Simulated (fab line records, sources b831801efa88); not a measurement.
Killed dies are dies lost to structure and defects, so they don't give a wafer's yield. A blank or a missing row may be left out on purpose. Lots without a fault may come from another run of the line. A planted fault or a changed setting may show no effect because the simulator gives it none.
A struck lot beside a sound one | flow sky130 | 34 steps out of a route of 708
Sound: wafers L109.1, L109.3, L109.4. Struck: wafers L999.1, L999.3, L999.5. The cause comes at the end.
At each step with rows: each side's tool, then ch and its chambers, then its first start. Under that, the readings that differ: sound wafers | struck wafers | difference of the means | sigmas: that difference in standard deviations of wafers without a fault.
alike: readings whose means differ by less than 2 such deviations, and words and numbers that are the same on both sides. not compared: withheld readings, readings that some wafer has no value for, bounds like >300 that may hide the same value, and numbers for which the record gives no deviation and whose values overlap.
The two part at a step that has a row with sigmas, a row that says differs or no value, or rows on one side only. Numbers that don't overlap but have no deviation are shown without sigmas and don't part them. A reading that every wafer of one side lacks parts them only if that side has two wafers or more.

first, 7 steps without rows for these wafers: SKY_SONOS_TUNNEL_DEVELOP_06 (develop time 60 s); SKY_SONOS_TUNNEL_IMPLANT_09; SKY_SONOS_TUNNEL_WET_ETCH_10 (etches SiO2 in dHF, target depth 14 nm, time 280 s); SKY_SONOS_TUNNEL_STRIP_11 (strips in SPM, time 600 s); SKY_SONOS_TUNNEL_CLEAN_13 (cleans in dHF, time 20 s); SKY_SONOS_ONO_OXIDATION_00 (stabilise 600 s, purge 300 s, target thk 2.6 nm); SKY_SONOS_ONO_CVD_02 (deposits Si3N4 from DCS/NH3, target thk 10.5 nm, time 180 s).
SKY_SONOS_ONO_CVD_04: deposits SiO2 from SiH4/N2O, target thk 5.7199 nm.
  sound on lpcvd-03 ch 0, day 18 21:23; struck on lpcvd-03 ch 0, day 15 12:24
  reading                                    | sound             | struck            | difference | sigmas
  pressure_mtorr (mTorr)                     | 399.3 399.4 400.7 | 479.6 478.6 478.9 | +79.2      | +92
  model.SiO2_of_SONOS_ONO_CVD_04.thk_nm (nm) | 5.78 5.835 5.775  | 6.406 6.34 6.472  | +0.609     |
SKY_SONOS_ONO_THK_MEAS_05:
  sound on film_metro-01, day 18 22:38; struck on film_metro-01, day 15 13:39
  reading                   | sound          | struck         | difference | sigmas
  SONOS_ONO_CVD_04_THK (nm) | 5.77 5.82 5.79 | 6.41 6.35 6.42 | +0.60      | +7
then, 23 steps without rows for these wafers: SKY_SONOS_ONO_DEHYDRATE_06 (time 60 s); SKY_SONOS_ONO_HMDS_07 (prime time 60 s); SKY_SONOS_ONO_COAT_08 (resist thk 1140 nm); SKY_SONOS_ONO_SOFTBAKE_09 (time 60 s); SKY_SONOS_ONO_EXPOSE_10 (exposes mask ONOM, target cd 410 nm); SKY_SONOS_ONO_PEB_11; SKY_SONOS_ONO_DEVELOP_12 (develop time 60 s); SKY_SONOS_ONO_ETCH_15 (etches the open film in CHF3/O2, target depth 19.52 nm, time 7.8 s); SKY_SONOS_ONO_WET_ETCH_16 (etches SiO2 in dHF, target depth 14 nm, time 280 s); SKY_SONOS_ONO_STRIP_17 (strips in O2/N2); SKY_SONOS_ONO_WET_ETCH_18 (etches Si3N4 in H3PO4, target depth 15 nm, time 172 s); SKY_GATE_OXIDE_CLEAN_00 (cleans in SC1/SC2, time 150 s); SKY_GATE_OXIDE_OXIDATION_01 (stabilise 600 s, purge 300 s, target thk 10.268 nm); SKY_GATE_OXIDE_DEHYDRATE_03 (time 60 s); SKY_GATE_OXIDE_HMDS_04 (prime time 60 s); SKY_GATE_OXIDE_COAT_05 (resist thk 1140 nm); SKY_GATE_OXIDE_SOFTBAKE_06 (time 60 s); SKY_GATE_OXIDE_EXPOSE_07 (exposes mask LVOM, target cd 600 nm); SKY_GATE_OXIDE_PEB_08; SKY_GATE_OXIDE_DEVELOP_09 (develop time 60 s); SKY_GATE_OXIDE_IMPLANT_11; SKY_GATE_OXIDE_WET_ETCH_12 (etches SiO2 in dHF, target depth 16.8 nm, time 336 s); SKY_GATE_OXIDE_STRIP_13 (strips in O2/N2).
-- the record jumps here: 2 days lie between the struck wafers' starts before and after --
SKY_GATE_OXIDE_CLEAN_15: cleans in SC1/SC2, time 150 s.
  sound on wet_bench-03 ch 2, day 21 15:12; struck on wet_bench-03 ch 2, day 18 00:51
  reading                                    | sound             | struck            | difference | sigmas
  model.SiO2_of_SONOS_ONO_CVD_04.thk_nm (nm) | 4.267 4.323 4.258 | 4.876 4.812 4.947 | +0.596     |
  alike: temp_c
-- the record jumps here: 31 days lie between the struck wafers' starts before and after (it left off in module GATE_OXIDE and takes up again in module PAD_OPEN, whose first step shown is number 708 of the route) --
SKY_PAD_OPEN_PROBE_99:
  sound on prober-02, day 51 00:38; struck on prober-02, day 48 18:37
  reading                                     | sound                | struck               | difference | sigmas
  model.etest.cap_ono.gate_log10_a_cm2        | -8.008 -8.159 -7.951 | -8.852 -8.703 -8.801 | -0.746     |
  model.etest.cap_ono.gate_bv_v (V)           | 16.19 16.67 16.36    | 17.02 17.2 17.24     | +0.75      |
  model.etest.cap_ono.tox_acc_nm (nm)         | 12.95 13.06 12.96    | 13.58 13.51 13.59    | +0.57      |
  model.etest.sonos_programmed.vt_v (V)       | 1.434 1.388 1.405    | 1.043 1.077 1.037    | -0.357     |
  model.etest.sonos_programmed.off_log10_a_um | -13.98 -13.86 -13.95 | -13.74 -13.83 -13.77 | +0.15      |
  model.etest.sonos_erased.vt_v (V)           | -2.31 -2.194 -2.273  | -1.915 -2.009 -1.927 | +0.309     |
  model.etest.sonos_baked.vt_v (V)            | 0.9166 0.866 0.9583  | 0.7252 0.7015 0.6867 | -0.2092    |
  alike: killed_at_M0_to_M3, killed_at_M4_up, killed_at_contacts, killed_at_front_end, killed_at_other, killed_dies, killed_open, killed_short
  not compared: model.etest.sonos_erased.drive_ua_um

WHERE THEY PART
First at SKY_SONOS_ONO_CVD_04; last, within this record, at SKY_SONOS_ONO_THK_MEAS_05. Later steps at which nothing parts them and some readings are alike: SKY_GATE_OXIDE_CLEAN_15, SKY_PAD_OPEN_PROBE_99.

WHY: what the simulator had put in
Process parameter drift: lpcvd-03, from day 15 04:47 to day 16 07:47, at SKY_SONOS_ONO_CVD_04. Setting pressure_mtorr, moved by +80, from 400.
